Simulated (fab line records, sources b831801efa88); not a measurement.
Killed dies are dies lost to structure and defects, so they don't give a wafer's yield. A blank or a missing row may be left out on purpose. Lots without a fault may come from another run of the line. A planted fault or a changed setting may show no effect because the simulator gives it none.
Which tool did it? | flow gf180mcu | 6 lots, 18 wafers sampled, at 3 steps of a route of 602

WHAT THE GAUGES READ, wafer by wafer
GF_V1_THK_MEAS_03.
lot  | measured     | on            | V1_CVD_02_THK (nm)
L975 | day 19 03:28 | film_metro-01 | 838 850 852
L978 | day 19 18:47 | film_metro-03 | 828 839 847
L982 | day 21 14:20 | film_metro-03 | 861 854 875
L987 | day 23 02:17 | film_metro-03 | 859 851 865
L991 | day 24 10:53 | film_metro-04 | 848 840 857
L993 | day 24 22:19 | film_metro-03 | 849 849 848

WHICH TOOL RAN EACH LOT (tool, then ch and the chambers of the sampled wafers, then the start)
lot  | GF_VT_IMPLANT_COAT_13             | GF_VT_IMPLANT_STRIP_20
L975 | litho_track-04 ch 0, day 6 22:29  | plasma_asher-04 ch 0,1, day 7 06:13
L978 | litho_track-02 ch 0, day 7 18:20  | plasma_asher-03 ch 0,1, day 8 02:52
L982 | litho_track-01 ch 0, day 8 20:54  | plasma_asher-02 ch 0,1, day 9 05:58
L987 | litho_track-01 ch 0, day 10 01:26 | plasma_asher-03 ch 0,1, day 10 10:28
L991 | litho_track-02 ch 0, day 11 03:08 | plasma_asher-02 ch 0,1, day 11 12:55
L993 | litho_track-04 ch 0, day 11 17:12 | plasma_asher-02 ch 0,1, day 12 02:24
- GF_VT_IMPLANT_COAT_13: resist thk 1000 nm.
- GF_VT_IMPLANT_STRIP_20: strips in O2/N2.

THE ANSWER, worked out from the rows above alone
Rule: what is usual is taken from the lots themselves. Put in order of their means at a reading, lots are off if they are a third of the lots or fewer, leave a main group of 4 or more, and stand apart from it by a gap of 3 or more times the standard deviation of the main group's means; of several such gaps the widest counts. A main group whose means are all the same, to the digits that the tables above print for the reading, isn't used. A lot without any number at a reading at which 4 lots or more have one is off too. The other lots that the step has rows for count as sound.
No lot is off at any reading shown: from this, nothing can be told.

WHAT THE SIMULATOR HAD PUT IN
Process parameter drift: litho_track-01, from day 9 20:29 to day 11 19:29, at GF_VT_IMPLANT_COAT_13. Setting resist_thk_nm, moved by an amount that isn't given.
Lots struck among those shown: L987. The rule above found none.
